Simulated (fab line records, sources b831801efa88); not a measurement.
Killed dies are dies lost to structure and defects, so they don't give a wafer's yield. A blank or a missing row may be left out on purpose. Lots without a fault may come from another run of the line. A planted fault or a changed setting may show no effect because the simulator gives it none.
Chamber matching | flow sky130 | SKY_VIA1_ETCH_15 on rie_diel-04: 4 sister chambers
The step etches SiO2 in C4F8/O2/Ar, stops on TiN, target depth 351 nm, time 54 s. 8 wafers are shown with their chamber, then 11 later ones without.

WAFERS WITH THEIR CHAMBER
wafer  | chamber | oes_product_au (a.u.)
L081.5 | 3       | 0.982
L080.4 | 3       | 0.994
L085.3 | 0       | 0.987
L087.6 | 2       | 0.989
L088.1 | 0       | 0.982
L088.2 | 1       | 0.993
L088.4 | 2       | 0.980
L089.1 | 1       | 0.987

WAFERS WITHOUT THEIR CHAMBER
wafer  | oes_product_au (a.u.)
L089.2 | 0.987
L089.6 | 0.987
L092.1 | 0.982
L092.4 | 0.998
L092.5 | 0.984
L091.2 | 0.987
L091.3 | 0.997
L091.5 | 0.983
L093.4 | 0.980
L093.5 | 0.974
L093.6 | 0.985

WHICH CHAMBER EACH WENT THROUGH
wafer  | from the rows above               | in truth
L089.2 | can't be placed: 3 or 0 or 2 or 1 | 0
L089.6 | can't be placed: 3 or 0 or 2 or 1 | 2
L092.1 | can't be placed: 0 or 2 or 3 or 1 | 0
L092.4 | can't be placed: 1 or 3 or 0 or 2 | 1
L092.5 | can't be placed: 0 or 2 or 3 or 1 | 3
L091.2 | can't be placed: 3 or 0 or 2 or 1 | 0
L091.3 | can't be placed: 1 or 3 or 0 or 2 | 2
L091.5 | can't be placed: 0 or 2 or 3 or 1 | 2
L093.4 | can't be placed: 0 or 2 or 3 or 1 | 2
L093.5 | can't be placed: 0 or 2 or 3 or 1 | 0
L093.6 | can't be placed: 0 or 2 or 3 or 1 | 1
Placed correctly: 0 of 11. Can't be placed from these rows: 11 (the true chamber is among the candidates in 11). Placed wrongly: 0.
How it was worked out, from the rows above alone: a wafer's distance from a chamber is the root of the sum, over the readings, of the square of ((its reading less the chamber's mean) divided by the reading's scatter). The wafer belongs to the nearest chamber; if the next one is less than 2 further off, it can't be placed. A chamber's mean is the mean of its shown wafers. The scatter: the root of (the sum of the squares of (reading less its chamber's mean) over the shown wafers, divided by (wafers less chambers)).
